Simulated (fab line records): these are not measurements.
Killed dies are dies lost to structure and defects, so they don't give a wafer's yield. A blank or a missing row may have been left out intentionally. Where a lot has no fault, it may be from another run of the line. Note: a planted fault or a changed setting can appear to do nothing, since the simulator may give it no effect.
The tool behind it: which one?    flow sky130    14 lots with 42 wafers sampled at 5 steps, on a route of 708 steps

== WHAT THE GAUGES READ, wafer by wafer ==
SKY_NWELL_THK_MEAS_02. Usual: NWELL_OXIDATION_THK 9.58 nm, standard deviation 0.21.
lot   measured     on             NWELL_OXIDATION_THK (nm)  flag
L815  day 3 10:35  film-metro-01  9.38 9.42 9.37            
L814  day 3 11:57  film-metro-02  9.60 9.46 9.28            
L818  day 3 11:57  film-metro-01  9.61 9.50 9.66            
L816  day 3 13:20  film-metro-01  9.32 9.62 9.56            
L817  day 3 13:23  film-metro-03  9.65 9.40 9.35            
L821  day 4 01:24  film-metro-01  9.42 9.32 9.43            
L822  day 4 06:03  film-metro-02  9.37 9.39 9.38            
L823  day 4 13:10  film-metro-02  9.56 9.33 9.41            
L824  day 4 16:47  film-metro-03  9.81 9.97 9.97            
L825  day 4 22:43  film-metro-01  9.48 9.39 9.52            
L827  day 5 07:03  film-metro-01  9.47 9.52 9.36            
L830  day 5 23:17  film-metro-03  9.50 9.61 9.43            
L832  day 6 13:31  film-metro-03  9.79 9.63 9.64            
L837  day 7 12:45  film-metro-02  9.80 9.71 9.74            

SKY_VT_ADJUST_LVTN_OVL_MEAS_07. Usual: VT_ADJUST_LVTN_OVL 0.5 nm, standard deviation 1.3.
lot   measured      on          VT_ADJUST_LVTN_OVL (nm)  flag
L815  day 8 02:13   overlay-02  2.3 0.2 -0.5             
L814  day 8 03:24   overlay-02  1.0 -1.0 -0.3            
L818  day 8 02:51   overlay-01  -1.4 -2.1 -0.3           
L816  day 8 04:09   overlay-01  -0.1 0.3 -0.7            
L817  day 8 06:21   overlay-02  0.9 2.9 0.8              
L821  day 8 22:37   overlay-01  -0.5 -1.7 1.0            
L822  day 9 04:46   overlay-01  1.2 1.2 -0.1             
L823  day 9 13:34   overlay-01  0.8 0.2 -1.0             
L824  day 9 16:39   overlay-02  2.6 1.2 1.4              
L825  day 10 01:30  overlay-02  2.4 0.8 2.1              
L827  day 10 11:46  overlay-01  -1.7 0.5 -2.8            
L830  day 11 05:48  overlay-02  0.1 0.2 0.1              
L832  day 12 02:15  overlay-01  1.1 0.9 1.9              
L837  day 13 08:00  overlay-02  0.0 -1.8 0.9             

SKY_VT_ADJUST_PCH_OVL_MEAS_07. Usual: VT_ADJUST_PCH_OVL 0.7 nm, standard deviation 1.4.
lot   measured      on          VT_ADJUST_PCH_OVL (nm)  flag
L815  day 11 21:06  overlay-02  2.2 -0.3 0.9            
L814  day 11 23:48  overlay-02  2.2 0.8 -1.3            
L818  day 11 21:26  overlay-02  0.9 -0.3 0.8            
L816  day 12 01:24  overlay-02  4.3 0.5 3.5             
L817  day 12 02:36  overlay-02  1.5 -0.3 1.2            
L821  day 12 20:19  overlay-02  134.6 131.8 133.8       OFF
L822  day 13 05:33  overlay-01  133.7 135.0 134.8       OFF
L823  day 13 17:01  overlay-01  133.7 133.8 134.3       OFF
L824  day 13 19:44  overlay-02  133.2 134.9 133.2       OFF
L825  day 14 07:21  overlay-02  -0.5 -1.0 1.1           
L827  day 14 19:00  overlay-02  0.7 1.5 0.5             
L830  day 15 17:33  overlay-01  -0.7 -1.3 -0.4          
L832  day 16 16:18  overlay-02  -0.1 -2.7 -0.1          
L837  day 18 00:39  overlay-02  -0.8 0.4 -2.6           

SKY_SONOS_ONO_THK_MEAS_01. Usual: SONOS_ONO_OXIDATION_THK 2.58 nm, standard deviation 0.051.
lot   measured      on             SONOS_ONO_OXIDATION_THK (nm)  flag
L815  day 13 01:32  film-metro-01  2.64 2.59 2.65                
L814  day 13 03:14  film-metro-01  2.55 2.61 2.55                
L818  day 13 01:31  film-metro-04  2.58 2.58 2.54                
L816  day 13 05:45  film-metro-01  2.56 2.57 2.57                
L817  day 13 07:10  film-metro-04  2.64 2.62 2.62                
L821  day 14 01:01  film-metro-04  2.58 2.62 2.54                
L822  day 14 12:07  film-metro-03  2.54 2.57 2.52                
L823  day 14 22:43  film-metro-03  2.57 2.49 2.57                
L824  day 15 01:33  film-metro-03  2.62 2.63 2.61                
L825  day 15 13:40  film-metro-03  2.58 2.60 2.62                
L827  day 16 05:00  film-metro-03  2.54 2.65 2.54                
L830  day 17 01:25  film-metro-01  2.49 2.55 2.48                
L832  day 17 22:10  film-metro-04  2.56 2.55 2.59                
L837  day 19 09:13  film-metro-03  2.64 2.71 2.74                

== TOOL THAT RAN EACH LOT (tool first, then ch and the chambers of the sampled wafers, then the start) ==
lot   SKY_VT_ADJUST_PCH_EXPOSE_04
L815  iline-stepper-02 ch 0, day 11 08:57
L814  iline-stepper-01 ch 0, day 11 12:00
L818  iline-stepper-02 ch 0, day 11 09:26
L816  iline-stepper-02 ch 0, day 11 13:10
L817  iline-stepper-02 ch 0, day 11 14:15
L821  iline-stepper-02 ch 0, day 12 07:35
L822  iline-stepper-02 ch 0, day 12 16:35
L823  iline-stepper-02 ch 0, day 13 04:05
L824  iline-stepper-02 ch 0, day 13 07:02
L825  iline-stepper-01 ch 0, day 13 17:34
L827  iline-stepper-01 ch 0, day 14 05:37
L830  iline-stepper-01 ch 0, day 15 03:00
L832  iline-stepper-01 ch 0, day 16 02:28
L837  iline-stepper-01 ch 0, day 17 10:32
- SKY_VT_ADJUST_PCH_EXPOSE_04: exposes mask NWM, target cd 840 nm.

== WHAT THE TOOLS THEMSELVES READ (means of the sampled wafers that have a number; where no wafer has one, the mark that the record gives instead) ==
SKY_VT_ADJUST_PCH_EXPOSE_04. Usual: exposure-dose-mJ-cm2 at 255.05, with a standard deviation of 0.28.
lot   tool              exposure-dose-mJ-cm2  flag
L815  iline-stepper-02  255.00                
L814  iline-stepper-01  255.14                
L818  iline-stepper-02  255.09                
L816  iline-stepper-02  254.93                
L817  iline-stepper-02  254.73                
L821  iline-stepper-02  255.52                
L822  iline-stepper-02  255.10                
L823  iline-stepper-02  255.63                
L824  iline-stepper-02  255.26                
L825  iline-stepper-01  254.79                
L827  iline-stepper-01  254.94                
L830  iline-stepper-01  254.40                
L832  iline-stepper-01  255.14                
L837  iline-stepper-01  255.18                

== THE ANSWER, worked out from the rows above alone ==
Rule: a lot is off if the mean of its wafers that have a number lies more than 3 standard deviations from the usual mean. Also off: a lot with no number at a reading for which 4 or more lots have one. The other lots that the step has rows for count as sound. First the gauges in route order, then the tools' own readings, where a lot's mean is used as printed above. At the first step where some lot is off, the reading lying furthest off is the one used; lots without a number count as furthest.
Off: L821, L822, L823, L824, at SKY_VT_ADJUST_PCH_OVL_MEAS_07 (VT_ADJUST_PCH_OVL).
A tool fits if, at a process step before that reading, it ran every lot that is off, and no sound lot after the first of them. The gauges at SKY_VT_ADJUST_PCH_OVL_MEAS_07 are tried like those tools. One fits: iline-stepper-02 at SKY_VT_ADJUST_PCH_EXPOSE_04. A fault onset in the window from L817 (day 11 14:15, its last sound lot) to L821 (day 12 07:35, its first lot off) fits.

== WHAT WAS PUT IN BY THE SIMULATOR ==
Scanner matching overlay: iline-stepper-02, from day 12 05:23 on, at SKY_VT_ADJUST_PCH_EXPOSE_04. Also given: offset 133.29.
Lots struck among those shown: L821, L822, L823, L824. The rule above reached the same finding.
